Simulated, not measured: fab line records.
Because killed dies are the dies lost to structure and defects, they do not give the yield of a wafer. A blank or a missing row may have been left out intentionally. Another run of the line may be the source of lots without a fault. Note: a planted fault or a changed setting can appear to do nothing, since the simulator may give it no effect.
Which tool was responsible? + flow sky130 + 72 wafers from 24 lots sampled at 3 of the route's 708 steps

WHAT THE GAUGES SHOWED, per wafer
SKY_LI_CONTACT_OVL_MEAS_13. Usual: LI_CONTACT_OVL gives -3 nm (standard deviation 5.1).
| lot  | measured     | on         | LI_CONTACT_OVL (nm) | flag |
|------|--------------|------------|---------------------|------|
| L075 | day 30 22:14 | overlay-02 | -5 -5 -9            |      |
| L078 | day 30 23:17 | overlay-02 | 2 5 -1              |      |
| L076 | day 31 04:01 | overlay-01 | 1 -2 -4             |      |
| L074 | day 31 04:37 | overlay-01 | -15 -12 -15         |      |
| L077 | day 31 08:25 | overlay-02 | -8 -5 -1            |      |
| L080 | day 31 16:47 | overlay-02 | -3 -3 -9            |      |
| L079 | day 31 17:14 | overlay-01 | -5 -13 -2           |      |
| L081 | day 31 21:29 | overlay-02 | 0 2 -4              |      |
| L082 | day 32 06:32 | overlay-01 | -1 -1 -1            |      |
| L083 | day 32 18:08 | overlay-02 | 3 -4 1              |      |
| L084 | day 33 01:44 | overlay-01 | 4 3 6               |      |
| L085 | day 33 03:10 | overlay-01 | -7 -2 -3            |      |
| L086 | day 33 13:47 | overlay-01 | -1 -1 -1            |      |
| L087 | day 33 18:34 | overlay-02 | -7 -3 -2            |      |
| L088 | day 33 23:43 | overlay-02 | -6 -5 -5            |      |
| L089 | day 34 10:00 | overlay-02 | -3 -9 -10           |      |
| L090 | day 34 19:52 | overlay-01 | 1 -2 -5             |      |
| L091 | day 35 00:31 | overlay-02 | 1 -1 -1             |      |
| L092 | day 35 08:58 | overlay-02 | 0 5 4               |      |
| L093 | day 35 15:49 | overlay-02 | 0 3 4               |      |
| L094 | day 36 03:50 | overlay-02 | -8 -9 -10           |      |
| L095 | day 36 09:17 | overlay-01 | 0 4 2               |      |
| L096 | day 36 11:01 | overlay-01 | -7 -11 -11          |      |
| L097 | day 36 20:07 | overlay-01 | -4 -3 -6            |      |

SKY_LOCAL_INTERCONNECT_RS_MEAS_01: uses a four-point probe to measure. Usual: LOCAL_INTERCONNECT_TIN_RS gives 14.14 ohm/sq (standard deviation 0.14).
| lot  | measured     | on            | LOCAL_INTERCONNECT_TIN_RS (ohm/sq) | flag |
|------|--------------|---------------|------------------------------------|------|
| L075 | day 30 23:32 | film-metro-02 | 14.23 13.99 14.14                  |      |
| L078 | day 31 00:33 | film-metro-02 | 13.80 13.76 13.90                  |      |
| L076 | day 31 05:17 | film-metro-04 | 14.10 14.22 14.17                  |      |
| L074 | day 31 05:54 | film-metro-04 | 13.86 13.99 14.02                  |      |
| L077 | day 31 09:43 | film-metro-02 | 14.30 14.39 14.20                  |      |
| L080 | day 31 18:07 | film-metro-04 | 14.01 14.07 14.12                  |      |
| L079 | day 31 18:44 | film-metro-02 | 13.90 14.18 13.88                  |      |
| L081 | day 31 22:48 | film-metro-02 | 14.12 14.21 14.31                  |      |
| L082 | day 32 07:52 | film-metro-04 | 14.16 14.30 14.08                  |      |
| L083 | day 32 19:26 | film-metro-03 | 13.91 14.00 13.90                  |      |
| L084 | day 33 03:17 | film-metro-02 | 14.20 14.15 14.13                  |      |
| L085 | day 33 04:37 | film-metro-02 | 14.13 14.16 14.05                  |      |
| L086 | day 33 15:03 | film-metro-02 | 14.19 14.10 14.10                  |      |
| L087 | day 33 19:52 | film-metro-03 | 14.17 14.23 14.11                  |      |
| L088 | day 34 00:59 | film-metro-03 | 14.22 14.21 14.21                  |      |
| L089 | day 34 11:16 | film-metro-03 | 14.08 14.15 14.06                  |      |
| L090 | day 34 21:10 | film-metro-04 | 14.30 14.27 14.35                  |      |
| L091 | day 35 01:49 | film-metro-04 | 14.24 14.10 14.15                  |      |
| L092 | day 35 10:16 | film-metro-04 | 14.24 14.08 14.21                  |      |
| L093 | day 35 17:12 | film-metro-03 | 14.29 14.28 14.26                  |      |
| L094 | day 36 05:07 | film-metro-04 | 14.25 14.19 14.29                  |      |
| L095 | day 36 10:37 | film-metro-04 | 14.19 14.22 14.19                  |      |
| L096 | day 36 12:18 | film-metro-04 | 14.30 14.27 14.06                  |      |
| L097 | day 36 21:25 | film-metro-02 | 14.31 14.34 14.41                  |      |

SKY_CONTACT_THK_MEAS_03. Usual: CONTACT_HDPCVD_THK gives 567 nm (standard deviation 6.2).
| lot  | measured     | on            | CONTACT_HDPCVD_THK (nm) | flag |
|------|--------------|---------------|-------------------------|------|
| L075 | day 32 03:59 | film-metro-01 | 568 565 572             |      |
| L078 | day 32 05:09 | film-metro-04 | 569 563 569             |      |
| L076 | day 32 10:03 | film-metro-01 | 567 562 557             |      |
| L074 | day 32 10:17 | film-metro-01 | 570 570 571             |      |
| L077 | day 32 13:43 | film-metro-01 | 558 557 553             |      |
| L080 | day 32 21:47 | film-metro-03 | 560 561 564             |      |
| L079 | day 32 22:38 | film-metro-01 | 559 563 570             |      |
| L081 | day 33 02:36 | film-metro-01 | 564 557 563             |      |
| L082 | day 33 11:22 | film-metro-03 | 575 567 579             |      |
| L083 | day 33 22:56 | film-metro-01 | 553 556 562             |      |
| L084 | day 34 06:43 | film-metro-01 | 574 564 572             |      |
| L085 | day 34 07:47 | film-metro-04 | 570 563 569             |      |
| L086 | day 34 18:56 | film-metro-03 | 574 572 561             |      |
| L087 | day 34 23:41 | film-metro-03 | 581 569 570             |      |
| L088 | day 35 05:40 | film-metro-01 | 566 571 575             |      |
| L089 | day 35 14:17 | film-metro-03 | 556 569 561             |      |
| L090 | day 36 00:11 | film-metro-03 | 554 566 560             |      |
| L091 | day 36 04:58 | film-metro-01 | 562 562 567             |      |
| L092 | day 36 12:37 | film-metro-01 | 572 568 571             |      |
| L093 | day 36 20:11 | film-metro-01 | 570 571 559             |      |
| L094 | day 37 08:47 | film-metro-01 | 562 568 569             |      |
| L095 | day 37 13:42 | film-metro-01 | 576 570 578             |      |
| L096 | day 37 15:38 | film-metro-04 | 563 565 566             |      |
| L097 | day 38 00:30 | film-metro-01 | 571 568 567             |      |

EACH LOT AND THE TOOL THAT RAN IT (in order: tool; ch and the chambers of the sampled wafers; start)
Record: no process step prior to these readings.

WHAT THE TOOLS THEMSELVES READ (means of the sampled wafers that have a number; where no wafer has one, the mark that the record gives instead)
The record holds no such reading with a usual standard deviation.

THE ANSWER, worked out from the rows above alone
Rule: a lot is off if the mean of its wafers that have a number lies more than 3 standard deviations from the usual mean. A lot without any number at a reading at which 4 lots or more have one is off too. The other lots that the step has rows for count as sound. The gauges are gone through in route order, then the tools' own readings, and for those a lot's mean is taken as printed above. At the first step where some lot is off, the reading lying furthest off is the one used; lots without a number count as furthest.
None of the lots is off at any reading shown; this tells nothing.

WHAT HAD BEEN PUT IN BY THE SIMULATOR
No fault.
